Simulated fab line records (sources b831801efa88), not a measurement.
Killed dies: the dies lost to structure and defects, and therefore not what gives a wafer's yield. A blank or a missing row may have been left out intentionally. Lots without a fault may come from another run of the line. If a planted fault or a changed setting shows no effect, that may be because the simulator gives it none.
Matching of chambers / flow gf180mcu / rieDiel-03 running GF_V2_ETCH_16: 4 sister chambers
The step etches BARC in N2/H2. 4 wafers are shown with their chamber, then 8 later ones without.

EACH WAFER AND ITS CHAMBER
wafer=L085.6; chamber=1; drypumpMotorCurrentA (A)=5.3
wafer=L086.3; chamber=0; drypumpMotorCurrentA (A)=6.3
wafer=L086.6; chamber=2; drypumpMotorCurrentA (A)=4.7
wafer=L088.1; chamber=3; drypumpMotorCurrentA (A)=5.3

WAFERS WITHOUT THEIR CHAMBER
wafer=L088.2; drypumpMotorCurrentA (A)=4.7
wafer=L088.3; drypumpMotorCurrentA (A)=6.3
wafer=L088.4; drypumpMotorCurrentA (A)=5.3
wafer=L088.5; drypumpMotorCurrentA (A)=5.4
wafer=L088.6; drypumpMotorCurrentA (A)=4.7
wafer=L092.2; drypumpMotorCurrentA (A)=6.3
wafer=L092.3; drypumpMotorCurrentA (A)=4.7
wafer=L092.6; drypumpMotorCurrentA (A)=4.7

EACH ONE'S CHAMBER
wafer=L088.2; from the rows above=2; in truth=2
wafer=L088.3; from the rows above=0; in truth=0
wafer=L088.4; from the rows above=can't be placed: 1 or 3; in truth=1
wafer=L088.5; from the rows above=can't be placed: 1 or 3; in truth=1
wafer=L088.6; from the rows above=2; in truth=2
wafer=L092.2; from the rows above=0; in truth=0
wafer=L092.3; from the rows above=2; in truth=2
wafer=L092.6; from the rows above=2; in truth=2
6 of 8 placed correctly. Can't be placed from these rows: 2 (the true chamber is among the candidates in 2). Placed wrongly: 0.
How it was worked out, from the rows above alone: a wafer's distance from a chamber is the root of the sum, over the readings, of the square of ((its reading less the chamber's mean) divided by the reading's scatter). The wafer belongs to the nearest chamber; if the next one is less than 2 further off, it can't be placed. For every chamber, the mean is computed from those of its wafers that are shown. The scatter (one wafer shown for each chamber): square how far every hidden wafer sits from the nearest shown wafer, average those squares and take the square root.
